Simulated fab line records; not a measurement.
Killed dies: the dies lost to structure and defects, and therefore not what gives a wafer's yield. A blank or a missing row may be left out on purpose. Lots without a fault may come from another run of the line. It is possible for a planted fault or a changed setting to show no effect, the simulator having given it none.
fab line records -- flow gf180mcu
record lots=5, wafers=15, last-day=34
route steps=602 shown V4@486
lots that met no fault: taken from a fault-free run of the same line
start-h: start of the lot's first displayed wafer, in hours after the record's first day -- wait-h: how many hours have passed since the lot's step before this one -- " the same as in the row above -- L1.1+2: a row that stands for several wafers -- - value missing, or start not given -- * or withheld: withheld -- < > ~ a bound
route shown NAME@n: a module of which the file shows steps, and the number in the route of the first -- usual: mean/standard deviation of fault-free wafers -- same: alike in all rows -- chamber/n: place in a boat -- sites: readings site by site -- _std_site: standard deviation of those values -- _edge_site: inner sites' mean taken away from outer sites' mean -- radius-mm: for every site, how far away it sits from the centre of the wafer -- mask NAME#n: copy n -- behind: the most recent tool/chamber to have shaped the wafer -- hold: the reason the lot was held/the length of the hold in hours/how it ended -- device: the n, p or np transistor that did not switch -- end of line: at the end of the route, the tests of the same wafers -- a step without rows: its recipe alone -- killed: count of dies lost to structure and defects at first sort (not the wafer's yield) -- map: dies across one wafer; x = killed, . = not, _ = none there
set.NAME: the setting as run; set.NAME@STEP: as run at that earlier step -- model.NAME: the simulator's own value behind a step, which no gauge read
lots seen at some steps along the route; tables by step, rows by wafer
services: a tool's chamber out of use, with start hour (start-h, from the record's first day; less than 0 if before it), hours out, and reason
## steps
# step GF_V4_SOFTBAKE_10
# recipe temp-c=130, time-s=60, resist=KrF
# step GF_V4_EXPOSE_11
# recipe mask-id=Via4, target-cd-nm=260, na=0.68, source-shape=conventional, sigma-outer=0.6, dose-mj=38.8
# step GF_V4_PEB_12
# recipe peb-temp-c=135, peb-time-s=90, resist=KrF
# step GF_V4_DEVELOP_13
# recipe develop-time-s=60, resist=KrF, dev-temp-c=21
# step GF_V4_CD_MEAS_14
# recipe target-cd-nm=260
# usual cd-nm=260.5/1.3
lot.wafer,tool,chamber,start-h,wait-h,cd-nm
L818.1,cd-sem-01,-,581.89,0.1,258.5
L818.2,cd-sem-01,-,581.89,0.1,258.0
L818.3,cd-sem-01,-,581.89,0.1,258.5
L822.2,cd-sem-02,-,606.32,0.1,261.8
L822.5,cd-sem-02,-,606.32,0.1,261.4
L822.6,cd-sem-02,-,606.32,0.1,261.1
L835.2,cd-sem-01,-,704.26,0.1,258.4
L835.4,cd-sem-01,-,704.26,0.1,259.3
L835.6,cd-sem-01,-,704.26,0.1,259.1
L836.2,cd-sem-01,-,711.38,0.1,261.2
L836.3,cd-sem-01,-,711.38,0.1,262.1
L836.6,cd-sem-01,-,711.38,0.1,261.7
L839.1,cd-sem-02,-,734.61,0.1,260.5
L839.4,cd-sem-02,-,734.61,0.1,260.2
L839.5,cd-sem-02,-,734.61,0.1,258.4
# step GF_V4_OVL_MEAS_15
# usual V4_OVL=3/4.6
lot.wafer,tool,chamber,start-h,wait-h,V4_OVL[nm]
L818.1,overlay-02,-,582.01,0.1,5
L818.2,overlay-02,-,582.01,0.1,6
L818.3,overlay-02,-,582.01,0.1,2
L822.2,overlay-02,-,606.42,0.1,10
L822.5,overlay-02,-,606.42,0.1,7
L822.6,overlay-02,-,606.42,0.1,3
L835.2,overlay-02,-,704.37,0.1,2
L835.4,overlay-02,-,704.37,0.1,6
L835.6,overlay-02,-,704.37,0.1,2
L836.2,overlay-01,-,711.48,0.1,2
L836.3,overlay-01,-,711.48,0.1,-4
L836.6,overlay-01,-,711.48,0.1,2
L839.1,overlay-02,-,734.73,0.1,12
L839.4,overlay-02,-,734.73,0.1,13
L839.5,overlay-02,-,734.73,0.1,11
# step GF_V4_ETCH_16
# recipe chemistry=N2/H2, target-depth-a=withheld, overetch-a=withheld, time-s=withheld, target=BARC, ion-energy-ev=200, source-w=500, bias-w=100, pressure-mtorr=30, n2-flow-sccm=100, h2-flow-sccm=200
# usual drypump-motor-current-A=5.6/0.47, oes-product-au=0.855/0.0051, throttle-valve-pct=13.226/0.0095
lot.wafer,tool,chamber,start-h,wait-h,drypump-motor-current-A,oes-product-au,throttle-valve-pct
L818.1,rie-diel-02,0,582.05,0.0,6.3,0.859,13.208
L818.2,rie-diel-02,3,582.05,0.0,5.6,0.851,13.208
L818.3,rie-diel-02,1,582.05,0.0,5.7,0.857,13.213
L822.2,rie-diel-01,0,606.45,0.0,4.8,0.861,13.212
L822.5,rie-diel-01,2,606.45,0.0,5.1,0.862,13.234
L822.6,rie-diel-01,1,606.45,0.0,4.9,0.856,13.229
L835.2,rie-diel-02,0,704.40,0.0,6.3,0.853,13.215
L835.4,rie-diel-02,1,704.40,0.0,5.7,0.860,13.224
L835.6,rie-diel-02,3,704.40,0.0,5.6,0.856,13.224
L836.2,rie-diel-02,2,711.51,0.0,6.2,0.854,13.221
L836.3,rie-diel-02,3,711.51,0.0,5.5,0.854,13.211
L836.6,rie-diel-02,1,711.51,0.0,5.7,0.860,13.241
L839.1,rie-diel-02,3,734.76,0.0,5.6,0.856,13.221
L839.4,rie-diel-02,0,734.76,0.0,6.3,0.859,13.234
L839.5,rie-diel-02,1,734.76,0.0,5.7,0.857,13.219
# step GF_V4_ETCH_17
# recipe chemistry=C4F8/O2/Ar, mask-material=KrF, target=SiO2, stop-on=TiN, source-w=1500, bias-w=1200, pressure-mtorr=40, c4f8-flow-sccm=withheld, O2_flow_sccm=6, Ar_flow_sccm=300, time-s=withheld, target-depth-a=6300
# usual oes-product-au=0.856/0.0046
lot.wafer,tool,chamber,start-h,wait-h,oes-product-au
L818.1,rie-diel-02,0,-,-,0.858
L818.2,rie-diel-02,3,-,-,0.858
L818.3,rie-diel-02,1,-,-,0.851
L822.2,rie-diel-01,0,-,-,0.860
L822.5,rie-diel-01,2,-,-,0.852
L822.6,rie-diel-01,1,-,-,0.850
L835.2,rie-diel-02,0,-,-,0.857
L835.4,rie-diel-02,1,-,-,0.858
L835.6,rie-diel-02,3,-,-,0.858
L836.2,rie-diel-02,2,-,-,0.865
L836.3,rie-diel-02,3,-,-,0.855
L836.6,rie-diel-02,1,-,-,0.857
L839.1,rie-diel-02,3,-,-,0.857
L839.4,rie-diel-02,0,-,-,0.857
L839.5,rie-diel-02,1,-,-,0.857
# step GF_V4_STRIP_18
# recipe chemistry=O2/N2, power-w=1400, pressure-mtorr=1500, platen-temp-c=250, o2-flow-sccm=3000, n2-flow-sccm=300, overash-fraction=0.5
# usual drypump-motor-current-A=5.5/0.46, heater-power-w=303/18, o2-flow-sccm=3002/8.9, oes-product-au=0.593/0.0051
lot.wafer,tool,chamber,start-h,wait-h,drypump-motor-current-A,heater-power-w,o2-flow-sccm,oes-product-au,rf-hours-counter-h
L818.1,plasma-asher-04,0,582.18,-,5.7,325,3013,0.596,91
L818.2,plasma-asher-04,1,582.18,-,5.0,279,2996,0.594,91
L818.3,plasma-asher-04,0,582.18,-,5.7,303,2996,0.593,-
L822.2,plasma-asher-01,0,606.58,-,6.1,336,2983,0.598,51
L822.5,plasma-asher-01,1,606.58,-,6.1,295,3005,0.597,-
L822.6,plasma-asher-01,0,606.58,-,6.1,331,2983,0.595,-
L835.2,plasma-asher-02,1,704.52,-,4.9,315,3002,0.592,28
L835.4,plasma-asher-02,1,704.52,-,4.9,321,2989,0.592,-
L835.6,plasma-asher-02,1,704.52,-,4.9,318,2982,0.589,-
L836.2,plasma-asher-04,0,711.64,-,5.7,317,3005,0.591,106
L836.3,plasma-asher-04,1,711.64,-,5.1,276,3008,0.591,-
L836.6,plasma-asher-04,0,711.64,-,5.7,302,2991,0.593,-
L839.1,plasma-asher-01,0,734.89,-,6.1,326,3015,0.594,66
L839.4,plasma-asher-01,1,734.89,-,6.1,291,3008,0.594,-
L839.5,plasma-asher-01,1,734.89,-,6.1,290,3002,0.606,-
# step GF_V4_STRIP_19
# recipe chemistry=post-etch-residue-remover, time-s=1200, temp-c=72.5
# step GF_V4_CLEAN_20
# recipe chemistry=DIW, dry=n2-spin
# step GF_V4_SPUTTER_21
# recipe material=Ti, target-thk-nm=15, chamber-pressure-pa=5, power-w=2500, substrate-temp-c=200, time-s=80.02
# usual throttle-valve-pct=29.9/1.2
lot.wafer,tool,chamber,start-h,wait-h,throttle-valve-pct
L818.1,pvd-sputter-01,-,582.71,0.0,29.2
L818.2,pvd-sputter-01,-,582.71,0.0,32.6
L818.3,pvd-sputter-01,-,582.71,0.0,30.0
L822.2,pvd-sputter-03,-,607.15,0.0,29.4
L822.5,pvd-sputter-03,-,607.15,0.0,29.4
L822.6,pvd-sputter-03,-,607.15,0.0,30.1
L835.2,pvd-sputter-01,-,705.06,0.0,30.2
L835.4,pvd-sputter-01,-,705.06,0.0,32.6
L835.6,pvd-sputter-01,-,705.06,0.0,32.4
L836.2,pvd-sputter-04,-,712.17,0.0,30.0
L836.3,pvd-sputter-04,-,712.17,0.0,29.0
L836.6,pvd-sputter-04,-,712.17,0.0,29.8
L839.1,pvd-sputter-03,-,735.42,0.0,28.4
L839.4,pvd-sputter-03,-,735.42,0.0,29.6
L839.5,pvd-sputter-03,-,735.42,0.0,30.2
# step GF_V4_SPUTTER_22
# recipe material=TiN, target-thk-nm=10, chamber-pressure-pa=5, power-w=4000, time-s=40
# usual throttle-valve-pct=29.9/1.2
lot.wafer,tool,chamber,start-h,wait-h,throttle-valve-pct,model.TiN_of_V4_SPUTTER_22.thk-nm
L818.1,pvd-sputter-01,-,582.77,0.0,29.1,9.838
L818.2,pvd-sputter-01,-,582.77,0.0,32.5,9.948
L818.3,pvd-sputter-01,-,582.77,0.0,30.2,10.19
L822.2,pvd-sputter-03,-,607.21,0.0,29.4,9.982
L822.5,pvd-sputter-03,-,607.21,0.0,29.6,10.02
L822.6,pvd-sputter-03,-,607.21,0.0,29.9,10.09
L835.2,pvd-sputter-01,-,705.12,0.0,30.0,9.832
L835.4,pvd-sputter-01,-,705.12,0.0,32.5,6.762
L835.6,pvd-sputter-01,-,705.12,0.0,32.2,6.68
L836.2,pvd-sputter-04,-,712.24,0.0,29.8,10
L836.3,pvd-sputter-04,-,712.24,0.0,28.9,10.16
L836.6,pvd-sputter-04,-,712.24,0.0,30.0,10.07
L839.1,pvd-sputter-03,-,735.49,0.0,28.3,10.1
L839.4,pvd-sputter-03,-,735.49,0.0,29.2,10.27
L839.5,pvd-sputter-03,-,735.49,0.0,29.9,10.38
# step GF_V4_CVD_23
# recipe material=W, target-thk-nm=350, time-s=104.9, temp-c=400, pressure-torr=40
# usual heater-power-w=868/74
lot.wafer,tool,chamber,start-h,wait-h,heater-power-w
L818.1,cvd-w-02,0,582.81,0.0,773
L818.2,cvd-w-02,1,582.81,0.0,875
L818.3,cvd-w-02,1,582.81,0.0,877
L822.2,cvd-w-02,1,607.25,0.0,867
L822.5,cvd-w-02,1,607.25,0.0,881
L822.6,cvd-w-02,0,607.25,0.0,763
L835.2,cvd-w-02,1,705.16,0.0,880
L835.4,cvd-w-02,0,705.16,0.0,769
L835.6,cvd-w-02,0,705.16,0.0,784
L836.2,cvd-w-01,1,712.27,0.0,961
L836.3,cvd-w-01,1,712.27,0.0,940
L836.6,cvd-w-01,1,712.27,0.0,932
L839.1,cvd-w-01,0,735.52,0.0,865
L839.4,cvd-w-01,0,735.52,0.0,935
L839.5,cvd-w-01,1,735.52,0.0,957
## services
tool,chamber,start-h,hours,kind
plasma-asher-02,-,576.29,1.5,repair
plasma-asher-04,-,577.06,2.2,repair
pvd-sputter-03,-,593.78,9.8,repair
cvd-w-02,-,598.43,1.0,repair
rie-diel-02,-,614.17,2.8,pm
cvd-w-02,0,615.92,19.6,repair
pvd-sputter-01,-,619.37,4.2,repair
rie-diel-01,-,622.19,1.2,repair
cvd-w-02,1,623.18,11.3,repair
cvd-w-02,-,623.84,2.7,repair
rie-diel-02,2,628.29,-,clean
pvd-sputter-01,-,629.73,3.0,repair
plasma-asher-01,-,644.51,0.7,repair
cvd-w-02,1,652.01,9.8,repair
plasma-asher-02,-,662.85,14.6,pm
cvd-w-01,1,669.45,2.7,repair
pvd-sputter-04,-,672.51,0.8,repair
cvd-w-01,0,676.67,2.7,repair
cvd-w-01,-,697.08,4.3,repair
rie-diel-01,-,715.86,0.4,repair
cvd-w-01,-,716.36,1.4,repair
pvd-sputter-04,-,716.80,26.4,repair
plasma-asher-02,-,725.39,28.1,pm
plasma-asher-04,-,733.75,9.0,pm
## key
first-sign none at tools or gauges
model-effect step=GF_V4_SPUTTER_22, value=TiN_of_V4_SPUTTER_22.thk-nm, without=9.901, struck=6.721
met-at GF_V4_SPUTTER_22
struck-wafers L835.4,L835.6
sort-left-out L835.4,L835.6
onset-between 582.77 705.12
fault kind=process-parameter-drift, tool=pvd-sputter-01, chamber=-, onset-h=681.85, steps=GF_V4_SPUTTER_22, channel=target-thk-nm, offset=-3.1802, shape=step, end-h=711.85, acts-in=these-recipes-only, stated=10, scope=struck-wafers-only
# sort-left-out: the simulated sort isn't trusted on such a fault, so these wafers' sort isn't shown, and their yield isn't known
